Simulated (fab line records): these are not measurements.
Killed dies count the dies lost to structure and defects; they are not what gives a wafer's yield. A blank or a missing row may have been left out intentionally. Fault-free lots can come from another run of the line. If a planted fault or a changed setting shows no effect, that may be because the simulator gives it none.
Which tool was responsible?	flow sky130	12 lots, 36 wafers sampled, at 1 step of a route of 708

== WHAT THE GAUGES SHOWED, per wafer ==
SKY_VIA1_THK_MEAS_23: measures by xrf.
lot	measured	on	VIA1_W_THK (nm)
L079	day 35 03:56	film-metro-03	278.4 279.0 275.4
L077	day 35 04:19	film-metro-02	275.6 272.1 272.9
L076	day 35 05:27	film-metro-04	273.6 276.6 270.7
L081	day 35 08:44	film-metro-02	273.9 279.3 275.6
L083	day 36 14:36	film-metro-03	276.2 275.2 275.0
L086	day 41 06:50	film-metro-04	276.4 276.6 272.3
L087	day 41 09:54	film-metro-04	276.3 273.6 277.1
L088	day 41 11:28	film-metro-04	274.0 275.5 272.3
L095	day 41 12:43	film-metro-03	277.9 275.3 280.2
L090	day 41 14:37	film-metro-04	273.5 273.5 276.0
L096	day 41 15:46	film-metro-03	275.9 277.6 281.7
L092	day 41 17:26	film-metro-04	276.5 274.0 274.9

== TOOL THAT RAN EACH LOT (tool first, then ch and the chambers of the sampled wafers, then the start) ==
Record: no process step prior to these readings.

== THE ANSWER, worked out from the rows above alone ==
Rule: the usual values come from the lots themselves. Put in order of their means at a reading, lots are off if they are a third of the lots or fewer, leave a main group of 4 or more, and stand apart from it by a gap of 3 or more times the standard deviation of the main group's means; of several such gaps the widest counts. The tables above print the reading to a certain number of digits; a main group whose means all agree to those digits is not used. Also off: a lot with no number at a reading for which 4 or more lots have one. All remaining lots with rows at the step are treated as sound.
Nothing can be told from this: no lot is off at any reading shown.

== WHAT WAS PUT IN BY THE SIMULATOR ==
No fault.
